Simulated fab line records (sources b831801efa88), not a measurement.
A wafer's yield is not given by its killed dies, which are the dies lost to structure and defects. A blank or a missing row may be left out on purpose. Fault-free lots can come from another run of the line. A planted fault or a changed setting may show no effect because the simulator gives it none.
Which tool is to blame? :: flow gf180mcu :: 20 wafers from 7 lots sampled at 4 of the route's 602 steps

## WHAT EACH GAUGE READ, for each wafer
GF_CONTACT_CD_MEAS_14 targets a cd of 220 nm.
lot: L842
measured: day 16 17:18
on: cd-sem-02
cd-nm (nm): 220.9 221.8 221.1

lot: L844
measured: day 18 00:36
on: cd-sem-02
cd-nm (nm): 220.4 221.6 220.8

lot: L847
measured: day 18 23:07
on: cd-sem-02
cd-nm (nm): 220.7 219.0 218.3

lot: L849
measured: day 19 16:32
on: cd-sem-01
cd-nm (nm): 220.5 219.2 221.3

lot: L851
measured: day 20 08:24
on: cd-sem-02
cd-nm (nm): 220.7 221.0 220.1

lot: L854
measured: day 21 06:34
on: cd-sem-02
cd-nm (nm): 217.9 218.8

lot: L863
measured: day 24 12:23
on: cd-sem-02
cd-nm (nm): 242.2 242.4 241.0

## WHICH TOOL RAN EACH LOT (tool, then ch and the chambers of the sampled wafers, then the start)
lot: L842
GF_SALICIDE_RTA_06: rtp-anneal-02 ch 0, day 15 17:46
GF_CONTACT_CVD_02: pecvd-01 ch 0,2, day 15 18:10
GF_CONTACT_EXPOSE_11: krf-scanner-01 ch 0, day 16 05:58

lot: L844
GF_SALICIDE_RTA_06: rtp-anneal-01 ch 0, day 16 21:23
GF_CONTACT_CVD_02: pecvd-01 ch 0,1, day 16 21:47
GF_CONTACT_EXPOSE_11: krf-scanner-01 ch 0, day 17 12:48

lot: L847
GF_SALICIDE_RTA_06: rtp-anneal-01 ch 0, day 17 21:50
GF_CONTACT_CVD_02: pecvd-02 ch 2, day 17 22:13
GF_CONTACT_EXPOSE_11: krf-scanner-01 ch 0, day 18 10:42

lot: L849
GF_SALICIDE_RTA_06: rtp-anneal-01 ch 0, day 18 14:38
GF_CONTACT_CVD_02: pecvd-04 ch 0,1,2, day 18 15:02
GF_CONTACT_EXPOSE_11: krf-scanner-02 ch 0, day 19 04:24

lot: L851
GF_SALICIDE_RTA_06: rtp-anneal-01 ch 0, day 19 06:14
GF_CONTACT_CVD_02: pecvd-01 ch 0,1,2, day 19 06:38
GF_CONTACT_EXPOSE_11: krf-scanner-02 ch 0, day 19 20:11

lot: L854
GF_SALICIDE_RTA_06: rtp-anneal-01 ch 0, day 20 05:19
GF_CONTACT_CVD_02: pecvd-02 ch 0,2, day 20 05:41
GF_CONTACT_EXPOSE_11: krf-scanner-01 ch 0, day 20 18:19

lot: L863
GF_SALICIDE_RTA_06: rtp-anneal-01 ch 0, day 23 13:01
GF_CONTACT_CVD_02: pecvd-04 ch 1,2, day 23 13:25
GF_CONTACT_EXPOSE_11: krf-scanner-02 ch 0, day 24 01:30
- GF_SALICIDE_RTA_06: time 30 s.
- GF_CONTACT_CVD_02: deposits SiO2 from TEOS, target thk 860 nm, time 95.992 s.
- GF_CONTACT_EXPOSE_11: exposes mask Contact, target cd 220 nm.

## THE ANSWER, worked out from the rows above alone
Rule: usual is defined by the lots themselves. The widest of any qualifying gaps counts: lots, ordered by their means at a reading, are off when they make up no more than a third of the lots, leave a main group of 4 or more, and stand apart from it by 3 or more times the standard deviation of that group's means. A main group whose means are all the same, to the digits that the tables above print for the reading, isn't used. A lot without any number at a reading at which 4 lots or more have one is off too. Any other lot the step has rows for is counted as sound.
Off at GF_CONTACT_CD_MEAS_14 (cd-nm): L863. Mean 220.1 nm and standard deviation 1 in the main group.
A tool fits if, at a process step before that reading, it ran every lot that is off, and no sound lot after the first of them. The gauges at GF_CONTACT_CD_MEAS_14 are tried like those tools. Can't be told from this: 4 tools fit, rtp-anneal-01 at GF_SALICIDE_RTA_06, pecvd-04 at GF_CONTACT_CVD_02, krf-scanner-02 at GF_CONTACT_EXPOSE_11, cd-sem-02 at GF_CONTACT_CD_MEAS_14.

## WHAT THE SIMULATOR HAD INSERTED
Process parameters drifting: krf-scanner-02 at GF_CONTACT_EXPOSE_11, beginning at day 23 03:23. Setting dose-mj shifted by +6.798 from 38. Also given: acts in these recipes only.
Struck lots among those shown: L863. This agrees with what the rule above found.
